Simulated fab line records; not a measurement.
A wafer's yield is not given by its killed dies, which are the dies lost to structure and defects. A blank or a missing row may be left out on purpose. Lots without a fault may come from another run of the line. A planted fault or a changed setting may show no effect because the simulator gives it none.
Chamber matching :: flow sky130 :: SKY_VIA4_ETCH_12 on rie_diel-04: 4 sister chambers
The step etches SiO2 in C4F8/O2/Ar, stops on TiN, target depth 580 nm. 8 wafers are shown with their chamber, then 11 later ones without.

## EACH WAFER AND ITS CHAMBER
wafer: L075.1
chamber: 1
oes_product_au (a.u.): 0.925

wafer: L077.5
chamber: 0
oes_product_au (a.u.): 0.934

wafer: L078.1
chamber: 1
oes_product_au (a.u.): 0.920

wafer: L079.5
chamber: 3
oes_product_au (a.u.): 0.927

wafer: L083.2
chamber: 3
oes_product_au (a.u.): 0.926

wafer: L083.3
chamber: 0
oes_product_au (a.u.): 0.928

wafer: L083.4
chamber: 2
oes_product_au (a.u.): 0.926

wafer: L087.1
chamber: 2
oes_product_au (a.u.): 0.922

## WAFERS WITHOUT THEIR CHAMBER
wafer: L087.3
oes_product_au (a.u.): 0.931

wafer: L087.4
oes_product_au (a.u.): 0.922

wafer: L089.1
oes_product_au (a.u.): 0.930

wafer: L089.2
oes_product_au (a.u.): 0.919

wafer: L089.4
oes_product_au (a.u.): 0.922

wafer: L093.3
oes_product_au (a.u.): 0.919

wafer: L093.4
oes_product_au (a.u.): 0.931

wafer: L093.5
oes_product_au (a.u.): 0.922

wafer: L097.4
oes_product_au (a.u.): 0.922

wafer: L097.5
oes_product_au (a.u.): 0.923

wafer: L097.6
oes_product_au (a.u.): 0.923

## THE CHAMBER EACH PASSED THROUGH
wafer: L087.3
from the rows above: can't be placed: 0 or 3
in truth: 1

wafer: L087.4
from the rows above: can't be placed: 1 or 2 or 3
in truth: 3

wafer: L089.1
from the rows above: can't be placed: 0 or 3 or 2
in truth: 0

wafer: L089.2
from the rows above: can't be placed: 1 or 2 or 3
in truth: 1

wafer: L089.4
from the rows above: can't be placed: 1 or 2 or 3
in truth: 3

wafer: L093.3
from the rows above: can't be placed: 1 or 2 or 3
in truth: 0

wafer: L093.4
from the rows above: can't be placed: 0 or 3
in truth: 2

wafer: L093.5
from the rows above: can't be placed: 1 or 2 or 3
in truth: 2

wafer: L097.4
from the rows above: can't be placed: 1 or 2 or 3
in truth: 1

wafer: L097.5
from the rows above: can't be placed: 1 or 2 or 3
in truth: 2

wafer: L097.6
from the rows above: can't be placed: 1 or 2 or 3
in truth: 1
Placed correctly: 0 of 11. Unplaceable from these rows: 11, with the true chamber sitting among the candidates in 8. Placed wrongly: 0.
How it was worked out, from the rows above alone: a wafer's distance from a chamber is the root of the sum, over the readings, of the square of ((its reading less the chamber's mean) divided by the reading's scatter). The wafer belongs to the nearest chamber; if the next one is less than 2 further off, it can't be placed. The mean given for a chamber averages the wafers shown for that chamber. The scatter: the root of (the sum of the squares of (reading less its chamber's mean) over the shown wafers, divided by (wafers less chambers)).
